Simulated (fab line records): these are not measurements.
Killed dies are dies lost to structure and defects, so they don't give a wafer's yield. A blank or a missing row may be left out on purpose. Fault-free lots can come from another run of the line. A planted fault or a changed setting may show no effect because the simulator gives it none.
Matching of chambers | flow gf180mcu | GF_CONTACT_CMP_04 on cmp-01 has 4 sister chambers
The step polishes SiO2. 8 wafers are shown with their chamber, then 9 later ones without.

WAFERS PAIRED WITH THEIR CHAMBERS
wafer  | chamber | motor_current_A (A) | time_to_endpoint_s (s)
L611.3 | 2       | 13.7                | 112
L611.6 | 0       | 13.3                | 117
L612.2 | 1       | 9.8                 | 109
L612.5 | 3       | 13.8                | 118
L612.6 | 2       | 12.5                | 115
L616.1 | 1       | 9.4                 | 107
L616.2 | 3       | 13.3                | 107
L616.3 | 0       | 13.0                | 113

WAFERS MISSING THEIR CHAMBER
wafer  | motor_current_A (A) | time_to_endpoint_s (s)
L618.1 | 9.6                 | 119
L618.2 | 12.9                | 109
L618.5 | 13.1                | 117
L621.1 | 14.1                | 107
L621.3 | 10.0                | 107
L621.4 | 12.7                | 111
L623.4 | 13.0                | 113
L623.5 | 13.4                | 112
L623.6 | 9.9                 | 114

CHAMBER TAKEN BY EACH
wafer  | from the rows above          | in truth
L618.1 | 1                            | 1
L618.2 | can't be placed: 2 or 0 or 3 | 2
L618.5 | can't be placed: 0 or 2 or 3 | 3
L621.1 | can't be placed: 3 or 2 or 0 | 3
L621.3 | 1                            | 1
L621.4 | can't be placed: 2 or 0 or 3 | 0
L623.4 | can't be placed: 2 or 0 or 3 | 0
L623.5 | can't be placed: 3 or 2 or 0 | 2
L623.6 | 1                            | 1
3 of 9 placed correctly. Unplaceable from these rows: 6, with the true chamber sitting among the candidates in 6. Number placed wrongly: 0.
How it was worked out, from the rows above alone: a wafer's distance from a chamber is the root of the sum, over the readings, of the square of ((its reading less the chamber's mean) divided by the reading's scatter). The wafer belongs to the nearest chamber; if the next one is less than 2 further off, it can't be placed. A chamber's mean is the mean of its shown wafers. The scatter: take each reading less its chamber's mean, square it, sum over the shown wafers, divide by the number of wafers less the number of chambers, and take the root.
